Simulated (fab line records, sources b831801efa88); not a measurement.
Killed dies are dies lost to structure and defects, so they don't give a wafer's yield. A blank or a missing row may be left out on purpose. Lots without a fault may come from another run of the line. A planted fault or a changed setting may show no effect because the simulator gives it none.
Which tool did it? | flow sky130 | 12 lots, 36 wafers sampled, at 3 steps of a route of 708

WHAT THE GAUGES READ, wafer by wafer
SKY_SONOS_ONO_CD_MEAS_13: target cd 410 nm.
lot  | measured     | on        | cd_nm (nm)
L075 | day 13 11:24 | cd_sem-01 | 407.8 409.3 410.0
L077 | day 14 08:32 | cd_sem-01 | 408.8 408.2 407.7
L079 | day 15 00:22 | cd_sem-01 | 411.0 410.7 411.3
L081 | day 15 15:22 | cd_sem-02 | 406.0 404.2 404.4
L083 | day 16 06:58 | cd_sem-01 | 412.9 413.6 413.6
L085 | day 17 03:34 | cd_sem-01 | 410.5 409.9 410.2
L087 | day 17 13:44 | cd_sem-02 | 412.3 413.1 413.3
L089 | day 18 08:26 | cd_sem-02 | 413.0 413.3 412.5
L091 | day 19 04:22 | cd_sem-02 | 414.3 412.1 409.7
L093 | day 19 17:29 | cd_sem-01 | 413.4 413.1 413.6
L095 | day 20 08:19 | cd_sem-02 | 409.8 411.1 410.3
L097 | day 21 05:47 | cd_sem-02 | 410.8 409.3 409.7

WHICH TOOL RAN EACH LOT (tool, then ch and the chambers of the sampled wafers, then the start)
lot  | SKY_NWELL_STRIP_25                   | SKY_VT_ADJUST_HVTP_STRIP_10
L075 | plasma_asher-02 ch 0,1, day 5 14:53  | plasma_asher-01 ch 0,1, day 6 10:50
L077 | plasma_asher-04 ch 0,1, day 6 06:40  | plasma_asher-03 ch 1, day 7 02:52
L079 | plasma_asher-03 ch 0,1, day 6 17:40  | plasma_asher-01 ch 0,1, day 7 14:11
L081 | plasma_asher-04 ch 0,1, day 7 03:46  | plasma_asher-01 ch 1, day 8 00:55
L083 | plasma_asher-02 ch 0,1, day 7 15:10  | plasma_asher-01 ch 0,1, day 8 13:31
L085 | plasma_asher-02 ch 0,1, day 8 07:49  | plasma_asher-01 ch 1, day 9 06:16
L087 | plasma_asher-02 ch 0,1, day 8 14:42  | plasma_asher-01 ch 0,1, day 9 13:32
L089 | plasma_asher-03 ch 0, day 9 04:25    | plasma_asher-04 ch 0,1, day 10 04:40
L091 | plasma_asher-03 ch 0,1, day 9 20:30  | plasma_asher-04 ch 0,1, day 10 21:14
L093 | plasma_asher-03 ch 0, day 10 04:52   | plasma_asher-01 ch 0,1, day 11 05:25
L095 | plasma_asher-02 ch 0,1, day 10 18:22 | plasma_asher-01 ch 0, day 11 19:46
L097 | plasma_asher-02 ch 0, day 11 12:37   | plasma_asher-04 ch 1, day 12 14:46
- SKY_NWELL_STRIP_25: strips in O2/N2.
- SKY_VT_ADJUST_HVTP_STRIP_10: strips in O2/N2.

THE ANSWER, worked out from the rows above alone
Rule: what is usual is taken from the lots themselves. Put in order of their means at a reading, lots are off if they are a third of the lots or fewer, leave a main group of 4 or more, and stand apart from it by a gap of 3 or more times the standard deviation of the main group's means; of several such gaps the widest counts. A main group whose means are all the same, to the digits that the tables above print for the reading, isn't used. A lot without any number at a reading at which 4 lots or more have one is off too. The other lots that the step has rows for count as sound.
No lot is off at any reading shown: from this, nothing can be told.

WHAT THE SIMULATOR HAD PUT IN
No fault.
